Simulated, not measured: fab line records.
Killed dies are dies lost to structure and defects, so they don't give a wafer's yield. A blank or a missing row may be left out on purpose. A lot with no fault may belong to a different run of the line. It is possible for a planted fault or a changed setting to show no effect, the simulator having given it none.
Which tool was responsible? :: flow sfq_line :: 14 lots with 42 wafers sampled at 4 steps, on a route of 325 steps

## WHAT EACH GAUGE READ, for each wafer
SFQ_I6_BOW_MEAS_941. Usual: I6_BOW gives 5 um (standard deviation 12).
lot: L116
measured: day 58 01:34
on: film_metro-01
I6_BOW (um): -16 -21 -21
flag: 

lot: L117
measured: day 58 05:55
on: film_metro-03
I6_BOW (um): -15 2 3
flag: 

lot: L118
measured: day 58 08:55
on: film_metro-03
I6_BOW (um): 4 -6 8
flag: 

lot: L121
measured: day 58 23:56
on: film_metro-04
I6_BOW (um): 29 18 25
flag: 

lot: L123
measured: day 59 13:19
on: film_metro-03
I6_BOW (um): 19 14 16
flag: 

lot: L124
measured: day 59 22:19
on: film_metro-01
I6_BOW (um): 16 16 3
flag: 

lot: L125
measured: day 60 10:53
on: film_metro-03
I6_BOW (um): 3 -5 -5
flag: 

lot: L126
measured: day 60 13:53
on: film_metro-04
I6_BOW (um): 32 34 35
flag: 

lot: L127
measured: day 60 16:53
on: film_metro-01
I6_BOW (um): 27 7 6
flag: 

lot: L130
measured: day 66 01:37
on: film_metro-03
I6_BOW (um): 3 5 14
flag: 

lot: L134
measured: day 73 13:04
on: film_metro-04
I6_BOW (um): 10 14 9
flag: 

lot: L137
measured: day 73 21:14
on: film_metro-01
I6_BOW (um): 4 -8 -1
flag: 

lot: L138
measured: day 74 00:14
on: film_metro-04
I6_BOW (um): -4 -17 -7
flag: 

lot: L139
measured: day 74 01:05
on: film_metro-01
I6_BOW (um): -8 -13 -15
flag: 

## WHICH TOOL RAN EACH LOT (tool, then ch and the chambers of the sampled wafers, then the start)
lot: L116
SFQ_TRILAYER_C5_STRIP_STRIP_155: rie_metal-03 ch 0,1, day 52 12:13
SFQ_TRILAYER_M6_DEP_SPUTTER_157: pvd_sputter-06, day 52 13:14
SFQ_TRILAYER_I6_CMP_CMP_166: cmp-02 ch 0,2,3, day 57 23:02

lot: L117
SFQ_TRILAYER_C5_STRIP_STRIP_155: rie_metal-03 ch 0,1, day 52 16:05
SFQ_TRILAYER_M6_DEP_SPUTTER_157: pvd_sputter-05, day 52 16:49
SFQ_TRILAYER_I6_CMP_CMP_166: cmp-01 ch 0,1,2, day 58 03:22

lot: L118
SFQ_TRILAYER_C5_STRIP_STRIP_155: rie_metal-02 ch 0,1, day 52 17:13
SFQ_TRILAYER_M6_DEP_SPUTTER_157: pvd_sputter-06, day 52 17:49
SFQ_TRILAYER_I6_CMP_CMP_166: cmp-01 ch 1,3, day 58 06:22

lot: L121
SFQ_TRILAYER_C5_STRIP_STRIP_155: rie_metal-03 ch 0,1, day 53 00:41
SFQ_TRILAYER_M6_DEP_SPUTTER_157: pvd_sputter-05, day 53 01:26
SFQ_TRILAYER_I6_CMP_CMP_166: cmp-01 ch 0,2,3, day 58 22:22

lot: L123
SFQ_TRILAYER_C5_STRIP_STRIP_155: rie_metal-01 ch 0, day 53 08:37
SFQ_TRILAYER_M6_DEP_SPUTTER_157: pvd_sputter-03, day 53 10:02
SFQ_TRILAYER_I6_CMP_CMP_166: cmp-02 ch 0,1,3, day 59 10:19

lot: L124
SFQ_TRILAYER_C5_STRIP_STRIP_155: rie_metal-03 ch 0,1, day 53 13:44
SFQ_TRILAYER_M6_DEP_SPUTTER_157: pvd_sputter-06, day 53 14:45
SFQ_TRILAYER_I6_CMP_CMP_166: cmp-02 ch 0,1,3, day 59 19:49

lot: L125
SFQ_TRILAYER_C5_STRIP_STRIP_155: rie_metal-01 ch 0,1, day 53 21:05
SFQ_TRILAYER_M6_DEP_SPUTTER_157: pvd_sputter-06, day 53 21:53
SFQ_TRILAYER_I6_CMP_CMP_166: cmp-02 ch 0,1,2, day 60 08:23

lot: L126
SFQ_TRILAYER_C5_STRIP_STRIP_155: rie_metal-03 ch 0,1, day 53 23:17
SFQ_TRILAYER_M6_DEP_SPUTTER_157: pvd_sputter-03, day 54 00:05
SFQ_TRILAYER_I6_CMP_CMP_166: cmp-02 ch 0,1,3, day 60 10:53

lot: L127
SFQ_TRILAYER_C5_STRIP_STRIP_155: rie_metal-03 ch 0,1, day 55 07:49
SFQ_TRILAYER_M6_DEP_SPUTTER_157: pvd_sputter-03, day 55 08:38
SFQ_TRILAYER_I6_CMP_CMP_166: cmp-02 ch 0,3, day 60 14:23

lot: L130
SFQ_TRILAYER_C5_STRIP_STRIP_155: rie_metal-02 ch 0,1, day 65 14:37
SFQ_TRILAYER_M6_DEP_SPUTTER_157: pvd_sputter-03, day 65 15:26
SFQ_TRILAYER_I6_CMP_CMP_166: cmp-01 ch 0,2, day 65 22:37

lot: L134
SFQ_TRILAYER_C5_STRIP_STRIP_155: rie_metal-03 ch 1, day 69 23:24
SFQ_TRILAYER_M6_DEP_SPUTTER_157: pvd_sputter-06, day 70 00:12
SFQ_TRILAYER_I6_CMP_CMP_166: cmp-01 ch 2,3, day 73 10:34

lot: L137
SFQ_TRILAYER_C5_STRIP_STRIP_155: rie_metal-02 ch 0,1, day 70 06:36
SFQ_TRILAYER_M6_DEP_SPUTTER_157: pvd_sputter-05, day 70 07:24
SFQ_TRILAYER_I6_CMP_CMP_166: cmp-02 ch 0,2,3, day 73 18:44

lot: L138
SFQ_TRILAYER_C5_STRIP_STRIP_155: rie_metal-03 ch 1, day 70 07:48
SFQ_TRILAYER_M6_DEP_SPUTTER_157: pvd_sputter-06, day 70 09:12
SFQ_TRILAYER_I6_CMP_CMP_166: cmp-02 ch 0,1,2, day 73 21:14

lot: L139
SFQ_TRILAYER_C5_STRIP_STRIP_155: rie_metal-01 ch 0,1, day 70 09:00
SFQ_TRILAYER_M6_DEP_SPUTTER_157: pvd_sputter-03, day 70 09:48
SFQ_TRILAYER_I6_CMP_CMP_166: cmp-01 ch 0,1, day 73 22:34
- SFQ_TRILAYER_C5_STRIP_STRIP_155: strips in O2.
- SFQ_TRILAYER_M6_DEP_SPUTTER_157: material Nb, target thk 200 nm, time 133.3 s.
- SFQ_TRILAYER_I6_CMP_CMP_166: polishes SiO2.

## AS READ BY THE TOOLS THEMSELVES (means over the sampled wafers that have a number; for cases with no such wafer, the mark the record gives instead)
SFQ_TRILAYER_C5_STRIP_STRIP_155. Usual: drypump_motor_current_A 5.9 A, standard deviation 0.39; oes_product_au 1.005 a.u., standard deviation 0.0094.
lot: L116
tool: rie_metal-03
drypump_motor_current_A (A): 5.8
oes_product_au (a.u.): 1.004
flag: 

lot: L117
tool: rie_metal-03
drypump_motor_current_A (A): 5.8
oes_product_au (a.u.): 1.003
flag: 

lot: L118
tool: rie_metal-02
drypump_motor_current_A (A): 5.6
oes_product_au (a.u.): 1.009
flag: 

lot: L121
tool: rie_metal-03
drypump_motor_current_A (A): 5.8
oes_product_au (a.u.): 0.996
flag: 

lot: L123
tool: rie_metal-01
drypump_motor_current_A (A): 5.8
oes_product_au (a.u.): 1.005
flag: 

lot: L124
tool: rie_metal-03
drypump_motor_current_A (A): 6.1
oes_product_au (a.u.): 1.006
flag: 

lot: L125
tool: rie_metal-01
drypump_motor_current_A (A): 5.8
oes_product_au (a.u.): 0.997
flag: 

lot: L126
tool: rie_metal-03
drypump_motor_current_A (A): 5.8
oes_product_au (a.u.): 0.997
flag: 

lot: L127
tool: rie_metal-03
drypump_motor_current_A (A): 6.1
oes_product_au (a.u.): 0.995
flag: 

lot: L130
tool: rie_metal-02
drypump_motor_current_A (A): 6.1
oes_product_au (a.u.): 1.019
flag: 

lot: L134
tool: rie_metal-03
drypump_motor_current_A (A): 6.3
oes_product_au (a.u.): 1.011
flag: 

lot: L137
tool: rie_metal-02
drypump_motor_current_A (A): 5.6
oes_product_au (a.u.): 1.007
flag: 

lot: L138
tool: rie_metal-03
drypump_motor_current_A (A): 6.3
oes_product_au (a.u.): 1.016
flag: 

lot: L139
tool: rie_metal-01
drypump_motor_current_A (A): 5.7
oes_product_au (a.u.): 0.996
flag: 

SFQ_TRILAYER_M6_DEP_SPUTTER_157. Usual: throttle_valve_pct 29.8 %, standard deviation 1.4.
lot: L116
tool: pvd_sputter-06
throttle_valve_pct (%): 29.7
flag: 

lot: L117
tool: pvd_sputter-05
throttle_valve_pct (%): 30.7
flag: 

lot: L118
tool: pvd_sputter-06
throttle_valve_pct (%): 28.9
flag: 

lot: L121
tool: pvd_sputter-05
throttle_valve_pct (%): 29.6
flag: 

lot: L123
tool: pvd_sputter-03
throttle_valve_pct (%): 30.3
flag: 

lot: L124
tool: pvd_sputter-06
throttle_valve_pct (%): 29.5
flag: 

lot: L125
tool: pvd_sputter-06
throttle_valve_pct (%): 28.9
flag: 

lot: L126
tool: pvd_sputter-03
throttle_valve_pct (%): 29.4
flag: 

lot: L127
tool: pvd_sputter-03
throttle_valve_pct (%): 28.9
flag: 

lot: L130
tool: pvd_sputter-03
throttle_valve_pct (%): 28.9
flag: 

lot: L134
tool: pvd_sputter-06
throttle_valve_pct (%): 29.6
flag: 

lot: L137
tool: pvd_sputter-05
throttle_valve_pct (%): 30.8
flag: 

lot: L138
tool: pvd_sputter-06
throttle_valve_pct (%): 29.6
flag: 

lot: L139
tool: pvd_sputter-03
throttle_valve_pct (%): 28.8
flag: 

SFQ_TRILAYER_I6_CMP_CMP_166. Usual: motor_current_A 10.2 A, standard deviation 0.93; time_to_endpoint_s 215 s, standard deviation 7.8.
lot: L116
tool: cmp-02
motor_current_A (A): 10.0
time_to_endpoint_s (s): 209
flag: 

lot: L117
tool: cmp-01
motor_current_A (A): 10.8
time_to_endpoint_s (s): 216
flag: 

lot: L118
tool: cmp-01
motor_current_A (A): 11.4
time_to_endpoint_s (s): 214
flag: 

lot: L121
tool: cmp-01
motor_current_A (A): 10.8
time_to_endpoint_s (s): 219
flag: 

lot: L123
tool: cmp-02
motor_current_A (A): 10.0
time_to_endpoint_s (s): 222
flag: 

lot: L124
tool: cmp-02
motor_current_A (A): 9.8
time_to_endpoint_s (s): 211
flag: 

lot: L125
tool: cmp-02
motor_current_A (A): 9.6
time_to_endpoint_s (s): 216
flag: 

lot: L126
tool: cmp-02
motor_current_A (A): 10.0
time_to_endpoint_s (s): 279
flag: OFF

lot: L127
tool: cmp-02
motor_current_A (A): 10.5
time_to_endpoint_s (s): 283
flag: OFF

lot: L130
tool: cmp-01
motor_current_A (A): 10.5
time_to_endpoint_s (s): 209
flag: 

lot: L134
tool: cmp-01
motor_current_A (A): 10.3
time_to_endpoint_s (s): 203
flag: 

lot: L137
tool: cmp-02
motor_current_A (A): 10.1
time_to_endpoint_s (s): 214
flag: 

lot: L138
tool: cmp-02
motor_current_A (A): 10.1
time_to_endpoint_s (s): 222
flag: 

lot: L139
tool: cmp-01
motor_current_A (A): 11.2
time_to_endpoint_s (s): 223
flag: 

## THE ANSWER, worked out from the rows above alone
Rule: take the mean of a lot's wafers that have a number; if it is more than 3 standard deviations from the usual mean, the lot is off. Also off: a lot with no number at a reading for which 4 or more lots have one. Any other lot the step has rows for is counted as sound. The gauges are gone through in route order, then the tools' own readings, and for those a lot's mean is taken as printed above. The first step at which some lot is off is used, and at that step the reading that is off furthest; a lot without a number counts as furthest.
Off: L126, L127, at SFQ_TRILAYER_I6_CMP_CMP_166 (time_to_endpoint_s).
If a tool, at that step or one of the process steps before it, ran each lot that is off and ran no sound lot following the first of them, it fits. None of those tried fits.

## WHAT THE SIMULATOR HAD INSERTED
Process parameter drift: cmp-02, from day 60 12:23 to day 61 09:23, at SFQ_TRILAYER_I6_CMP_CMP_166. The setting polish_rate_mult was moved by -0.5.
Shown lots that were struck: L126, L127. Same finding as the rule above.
